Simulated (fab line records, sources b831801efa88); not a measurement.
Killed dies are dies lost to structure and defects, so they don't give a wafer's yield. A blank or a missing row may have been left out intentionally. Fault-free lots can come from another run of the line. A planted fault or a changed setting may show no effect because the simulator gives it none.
A struck lot beside a sound one :: flow sky130 :: 14 out of 708 route steps
Sound: the wafers L777.2, L777.4, L777.6. Wafers struck: L776.3, L776.5, L776.6. The cause is given at the end.
Per side, at each step with rows, come the tool, then ch with its chambers, and then its first start. Under that, the readings that differ: sound wafers :: struck wafers :: difference of the means :: sigmas: that difference in standard deviations of wafers without a fault.
alike: readings with means less than 2 such deviations apart, plus words and numbers identical on both sides. not compared: withheld readings, readings lacking a value on some wafer, bounds such as >300 that could conceal the same value, and numbers that have no deviation in the record and whose values overlap.
The two part at a step that has a row with sigmas, a row that says differs or no value, or rows on one side only. Numbers that don't overlap but have no deviation are shown without sigmas and don't part them. A reading that every wafer of one side lacks parts them only if that side has two wafers or more.

SKY_NWELL_OVL_MEAS_23:
  sound: overlay-01 at day 9 04:46; struck: overlay-01 at day 8 20:37
  alike: NWELL_01_OVL
after that, 1 step had no rows for these wafers: SKY_NWELL_IMPLANT_24.
SKY_NWELL_STRIP_25: strips in O2/N2.
  sound on plasma asher-01 ch 0,1, day 9 04:57; struck on plasma asher-03 ch 0,1, day 8 20:50
  alike: drypump motor current A, oes product au, strip time to endpoint s
  not compared: rf hours counter h
SKY_NWELL_TW_MEAS_26:
  sound: film metro-01 at day 9 05:04; struck: film metro-02 at day 8 20:55
  alike: NWELL_2_TW
then, 1 step without rows for these wafers: SKY_NWELL_CLEAN_27 (cleans in SC1/SC2, time 150 s).
SKY_NWELL_RTA_28: time 30 s.
  sound on rtp anneal-01 ch 0, day 9 05:10; struck on rtp anneal-02 ch 0, day 8 21:02
  alike: lamp power pct, wafer_temp_C_max
SKY_NWELL_RS_MEAS_29: the measuring method here is four-point-probe.
  sound: film metro-03 at day 9 05:17; struck: film metro-02 at day 8 21:09
  alike: NWELL_RS
SKY_NWELL_RS_MEAS_31: the measuring method here is four-point-probe.
  sound: film metro-03 at day 9 05:31; struck: film metro-02 at day 8 21:23
  alike: PWDE_RS
then, 3 steps without rows for these wafers: SKY_VT_ADJUST_HVTP_DEHYDRATE_00 (time 60 s); SKY_VT_ADJUST_HVTP_HMDS_01 (prime time 60 s); SKY_VT_ADJUST_HVTP_COAT_02 (resist thk 1140 nm).
SKY_VT_ADJUST_HVTP_SOFTBAKE_03: time 60 s.
  sound on litho track-03 ch 0, day 9 16:14; struck on litho track-01 ch 0, day 9 08:44
reading: heater power total W (W)
sound: 56.62 56.56 56.65
struck: 57.24 57.15 57.11
difference: +0.56
sigmas: +13

reading: plate temp C (C)
sound: 90.04 90.08 90.06
struck: 90.64 90.55 90.43
difference: +0.48
sigmas: +4
then, 1 step without rows for these wafers: SKY_VT_ADJUST_HVTP_EXPOSE_04 (exposes mask HVTPM, target cd 380 nm).
-- record jumps: 40 days separate the struck wafers' starts on either side; left off in module VT_ADJUST_HVTP, taken up again in module PAD_OPEN, whose first shown step is the route's number 708 --
SKY_PAD_OPEN_PROBE_99:
  sound: prober-01 at day 49 10:56; struck: prober-02 at day 49 04:41
  alike: killed_at_M0_to_M3, killed_at_M4_up, killed at contacts, killed at front end, killed at other, killed dies, killed on rim, killed open, killed short

## WHERE THEY PART
At SKY_VT_ADJUST_HVTP_SOFTBAKE_03 and nowhere else, as far as this record goes. Later steps at which nothing parts them and some readings are alike: SKY_PAD_OPEN_PROBE_99.

WHY: what the simulator had put in
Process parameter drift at SKY_VT_ADJUST_HVTP_SOFTBAKE_03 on litho track-01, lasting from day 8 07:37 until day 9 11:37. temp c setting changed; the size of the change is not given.
